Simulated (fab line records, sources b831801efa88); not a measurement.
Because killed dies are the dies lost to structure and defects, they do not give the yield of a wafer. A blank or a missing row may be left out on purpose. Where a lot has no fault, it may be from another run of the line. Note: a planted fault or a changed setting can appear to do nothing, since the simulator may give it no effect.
Struck lot and sound lot, side by side | flow sky130 | 15 out of 708 route steps
Sound: the wafers L391.1, L391.2, L391.3. Struck: wafer L410.3. (L410.4, L410.5 of the same lot were not struck and are left out.) The cause comes at the end.
At each step with rows: each side's tool, then ch and its chambers, then its first start. Under that, the readings that differ: sound wafers | struck wafers | difference of the means | sigmas: that difference in standard deviations of wafers without a fault.
alike: readings with means less than 2 such deviations apart, plus words and numbers identical on both sides. not compared: withheld readings, readings lacking a value on some wafer, bounds such as >300 that could conceal the same value, and numbers that have no deviation in the record and whose values overlap.
The two part at a step that has a row with sigmas, a row that says differs or no value, or rows on one side only. Numbers that don't overlap but have no deviation are shown without sigmas and don't part them. Lack of a reading on every wafer of one side parts them only where that side has two or more wafers.

first, 8 steps without rows for these wafers: SKY_FIELD_ISO_DEHYDRATE_05 (time 60 s); SKY_FIELD_ISO_HMDS_06 (prime time 60 s); SKY_FIELD_ISO_COAT_07 (resist thk 60 nm); SKY_FIELD_ISO_COAT_08 (resist thk 450 nm); SKY_FIELD_ISO_SOFTBAKE_09 (time 90 s); SKY_FIELD_ISO_EXPOSE_10 (exposes mask FOM, target cd 150 nm); SKY_FIELD_ISO_PEB_11; SKY_FIELD_ISO_DEVELOP_12 (develop time 60 s).
SKY_FIELD_ISO_CD_MEAS_13 targets a cd of 150 nm.
  sound: cdSem-01 at day 2 11:51; struck: cdSem-02 at day 6 12:41
reading   | sound             | struck | difference | sigmas
cdNm (nm) | 150.5 152.4 152.2 | 147.2  | -4.5       | -3
SKY_FIELD_ISO_ETCH_14: etches BARC in N2/H2, stops on SiO2, time 45.9 s, target depth 60 nm.
  sound on rieDiel-04 ch 1,2,3, day 2 11:58; struck on rieDiel-02 ch 1, day 6 12:46
reading                  | sound                | struck | difference | sigmas
drypumpMotorCurrentA (A) | 5.8 5.8 6.0          | 4.7    | -1.2       | -3
rfHoursCounterH (h)      | 33 2 69              | 104    | +69        | 
throttleValvePct (%)     | 13.222 13.219 13.228 | 13.243 | +0.020     | +2
  alike: h2FlowSccm, oesProductAu, runLengthS
SKY_FIELD_ISO_ETCH_15: etches the open film in CHF3/O2, stops on Si, target depth 180 nm, time 72 s.
  sound on rieDiel-04 ch 1,2,3, day 2 12:01; struck on rieDiel-02 ch 1, day 6 12:49
reading                  | sound       | struck | difference | sigmas
drypumpMotorCurrentA (A) | 5.8 5.9 6.0 | 4.7    | -1.2       | -3
rfHoursCounterH (h)      | 33 2 69     | 104    | +69        | 
  alike: oesProductAu, runLengthS, throttleValvePct
SKY_FIELD_ISO_STRIP_16: strips in O2/N2.
  sound on plasmaAsher-02 ch 0,1, day 2 12:04; struck on plasmaAsher-03 ch 0, day 6 12:54
  alike: drypumpMotorCurrentA, oesProductAu, stripTimeToEndpointS
  not compared: rfHoursCounterH
SKY_FIELD_ISO_ETCH_17: etches Si in HBr/Cl2/O2, target depth 342 nm, time 97.7 s.
  sound on rieSi-01 ch 0,2,3, day 2 12:10; struck on rieSi-01 ch 0, day 6 12:58
reading                             | sound             | struck | difference | sigmas
rfHoursCounterH (h)                 | 3 117 10          | 119    | +76        | 
runLengthS (s)                      | 126.8 125.6 125.5 | 116.1  | -9.9       | -27
model.etch.depthNm (nm)             | 349.4 346.8 347.2 | 308.8  | -39.0      | 
model.FIELD_ISO.featureDepthNm (nm) | 349.4 346.8 347.2 | 308.8  | -39.0      | 
  alike: drypumpMotorCurrentA, mfcCl2Sccm, oesProductAu, throttleValvePct
then, 1 step without rows for these wafers: SKY_FIELD_ISO_WET_ETCH_18 (etches Si3N4 in H3PO4, target depth 25 nm, time 286 s).
-- the record jumps here: 44 days lie between the struck wafers' starts before and after (it left off in module FIELD_ISO and takes up again in module PAD_OPEN, whose first step shown is number 708 of the route) --
SKY_PAD_OPEN_PROBE_99:
  sound: prober-01 at day 45 20:16; struck: prober-01 at day 50 05:07
reading                               | sound                         | struck    | difference | sigmas
killedAtFrontEnd                      | 15 9 11                       | 20        | +8         | +2
model.etest.res_p_drift_20v.lineOhmUm | 1.401e+04 1.336e+04 1.34e+04  | 9359      | -4231      | 
model.etest.res_p_drift_20v.rsOhmSq   | 1.166e+04 1.112e+04 1.133e+04 | 7925      | -3445      | 
model.etest.pfet_16v.rOnOhmUm         | 1.566e+04 1.543e+04 1.552e+04 | 1.396e+04 | -1.577e+03 | 
model.etest.resIsoPwell.rsOhmSq       | 3627 3422 3518                | 2535      | -987       | 
model.etest.resIsoPwell.lineOhmUm     | 1380 1319 1346                | 948.5     | -399.8     | 
model.etest.resNwell.lineOhmUm        | 1145 1139 1123                | 1031      | -105       | 
model.etest.resNwell.rsOhmSq          | 971.7 961.1 960.6             | 853.9     | -110.6     | 
model.etest.pfet_16v.driveUaUm        | 241.2 248.2 248.4             | 257.2     | +11.3      | 
  alike: killed_at_M0_to_M3, killed_at_M4_up, killedAtContacts, killedAtOther, killedDies, killedOnRim, killedOpen, killedShort

WHERE THEY PART
Earliest at SKY_FIELD_ISO_CD_MEAS_13; latest, in this record, at SKY_PAD_OPEN_PROBE_99.

WHY: whatever the simulator had introduced
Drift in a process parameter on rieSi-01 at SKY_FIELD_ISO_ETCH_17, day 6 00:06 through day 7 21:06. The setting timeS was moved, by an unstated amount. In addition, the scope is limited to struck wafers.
